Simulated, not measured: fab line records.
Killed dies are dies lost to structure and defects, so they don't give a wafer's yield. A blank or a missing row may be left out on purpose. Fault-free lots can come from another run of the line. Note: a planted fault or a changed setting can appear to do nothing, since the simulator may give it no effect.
2 desks looking at one fault ; flow gf180mcu ; each desk holds nothing but its own numbers, with what lay behind them at the end

## THE METROLOGY DESK
Means of the sampled wafers that have a number, per lot and without regard to the tool the lot ran on: this is what the gauges read. The brackets show how far a lot's mean lies from the usual mean; more than 4 standard deviations puts the lot out of limits, marked OUT.
Columns: A = CONTACT_OVL at GF_CONTACT_OVL_MEAS_15, usual 2 nm
lot;first seen here;A
L845;day 16 09:04;-3
L846;day 16 11:16;-1
L848;day 17 05:52;1
L849;day 17 13:07;5
L850;day 17 18:34;3
L852;day 18 13:25;10
L853;day 18 19:10;3
L854;day 19 09:16;-6
L855;day 19 16:27;-2
L857;day 20 12:25;-2
L858;day 20 18:18;-3
L864;day 22 21:43;10
L865;day 23 02:48;4
L868;day 24 13:08;5
This desk's finding: nothing out of limits on any of the 14 lots.

## DESK OF THE TOOL OWNER: litho track-02
The tool's own readings at GF_POLY_GATE_DEVELOP_09 (develop time 60 s): means of the sampled wafers that have a number, for each lot that ran on this tool. The brackets show how far a lot's mean lies from the usual mean; more than 4 standard deviations puts the lot out of limits, marked OUT.
Columns: A = developer temp C at GF_POLY_GATE_DEVELOP_09, usual 21.01 C; B = exhaust pa at GF_POLY_GATE_DEVELOP_09, usual 45.1 Pa
lot;first seen here;A;B
L845;day 9 08:39;21.04;45.5
L846;day 9 11:22;20.99;45.0
L849;day 10 10:01;20.97;45.1
L852;day 11 05:31;21.10;45.0
L864;day 14 20:37;20.41 (-5.5) OUT;44.5
L865;day 15 02:55;20.32 (-6.3) OUT;45.5
This desk's verdict: out of limits on L864, L865, starting with L864 at day 14 20:37 (developer temp C at GF_POLY_GATE_DEVELOP_09). In limits: L845, L846, L849, L852.

## BROUGHT TOGETHER
The tool owner's desk had the chance to raise an alarm at day 14 20:37 on L864, L865.
At the metrology desk, nothing out of limits was observed.
The metrology desk has L864, L865 on record, within its limits.
GF_POLY_GATE_DEVELOP_09 was run on litho track-02 by each of the lots named.

## WHAT WAS PUT IN BY THE SIMULATOR
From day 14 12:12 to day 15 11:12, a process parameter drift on litho track-02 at GF_POLY_GATE_DEVELOP_09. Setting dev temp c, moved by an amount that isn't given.
Struck lots among those shown: L864, L865.
Hours from the fault's start to each desk's first reading out of limits: the tool owner's desk, 8.
